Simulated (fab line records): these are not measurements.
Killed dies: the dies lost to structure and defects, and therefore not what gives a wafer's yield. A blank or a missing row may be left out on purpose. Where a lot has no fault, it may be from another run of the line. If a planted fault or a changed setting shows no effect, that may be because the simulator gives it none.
Which tool was responsible? -- flow sky130 -- 11 lots, 33 wafers sampled, at 3 steps of a route of 708

## WHAT THE GAUGES SHOWED, per wafer
SKY_CONTACT_THK_MEAS_01.
lot,measured,on,CONTACT_CVD_00_THK (nm)
L328,day 30 10:21,film_metro-02,73.3 73.5 74.6
L330,day 30 17:38,film_metro-04,74.4 75.9 75.3
L331,day 31 03:54,film_metro-04,74.1 76.3 75.0
L332,day 31 10:35,film_metro-03,74.0 75.1 75.3
L333,day 32 10:34,film_metro-02,74.5 74.7 75.0
L335,day 32 21:55,film_metro-03,74.9 76.6 75.2
L336,day 33 17:40,film_metro-04,150.5 150.6 150.2
L338,day 34 06:10,film_metro-02,149.4 152.4 151.0
L343,day 35 22:53,film_metro-04,73.4 75.6 75.2
L344,day 36 00:54,film_metro-02,75.0 76.7 75.7
L351,day 37 17:31,film_metro-02,72.9 75.8 76.3

## WHAT TOOL EACH LOT RAN ON (gives the tool, then ch and the chambers of the sampled wafers, and finally the start)
lot,SKY_LOCAL_INTERCONNECT_ETCH_13,SKY_CONTACT_CVD_00
L328,"rie_metal-01 ch 0,1, day 30 09:37","pecvd-02 ch 0,1,2, day 30 10:19"
L330,"rie_metal-01 ch 1, day 30 16:46","pecvd-03 ch 0,1, day 30 17:35"
L331,"rie_metal-01 ch 1, day 31 03:01","pecvd-03 ch 0,2, day 31 03:51"
L332,"rie_metal-03 ch 1, day 31 09:47","pecvd-03 ch 1,2, day 31 10:32"
L333,"rie_metal-03 ch 0, day 32 09:43","pecvd-01 ch 0,2, day 32 10:32"
L335,"rie_metal-02 ch 0,1, day 32 21:10","pecvd-03 ch 0,1, day 32 21:53"
L336,"rie_metal-03 ch 0,1, day 33 16:43","pecvd-02 ch 0,1,2, day 33 17:00"
L338,"rie_metal-03 ch 0,1, day 34 05:14","pecvd-03 ch 0,1,2, day 34 05:55"
L343,"rie_metal-03 ch 0,1, day 35 22:04","pecvd-02 ch 0,2, day 35 22:50"
L344,"rie_metal-01 ch 0, day 36 00:02","pecvd-01 ch 0,1,2, day 36 00:52"
L351,"rie_metal-01 ch 0,1, day 37 16:47","pecvd-02 ch 0,2, day 37 17:28"
- SKY_LOCAL_INTERCONNECT_ETCH_13: etches BARC in N2/H2, stops on SiO2, time 45.9 s, target depth 60 nm.
- SKY_CONTACT_CVD_00: deposits Si3N4, target thk 75 nm.

## THE ANSWER, worked out from the rows above alone
Rule: the usual values come from the lots themselves. Put in order of their means at a reading, lots are off if they are a third of the lots or fewer, leave a main group of 4 or more, and stand apart from it by a gap of 3 or more times the standard deviation of the main group's means; of several such gaps the widest counts. Not used: any main group whose means are identical at the precision the tables above print for the reading. Also off: a lot with no number at a reading for which 4 or more lots have one. All remaining lots with rows at the step are treated as sound.
Off: L336, L338, at SKY_CONTACT_THK_MEAS_01 (CONTACT_CVD_00_THK). Main group: mean 75.0 nm, sd 0.54.
A tool fits if, at a process step before that reading, it ran every lot that is off, and no sound lot after the first of them. Those tools and the gauges at SKY_CONTACT_THK_MEAS_01 are tried in the same way. Not one of the candidates tried fits.

## WHAT WAS PUT IN BY THE SIMULATOR
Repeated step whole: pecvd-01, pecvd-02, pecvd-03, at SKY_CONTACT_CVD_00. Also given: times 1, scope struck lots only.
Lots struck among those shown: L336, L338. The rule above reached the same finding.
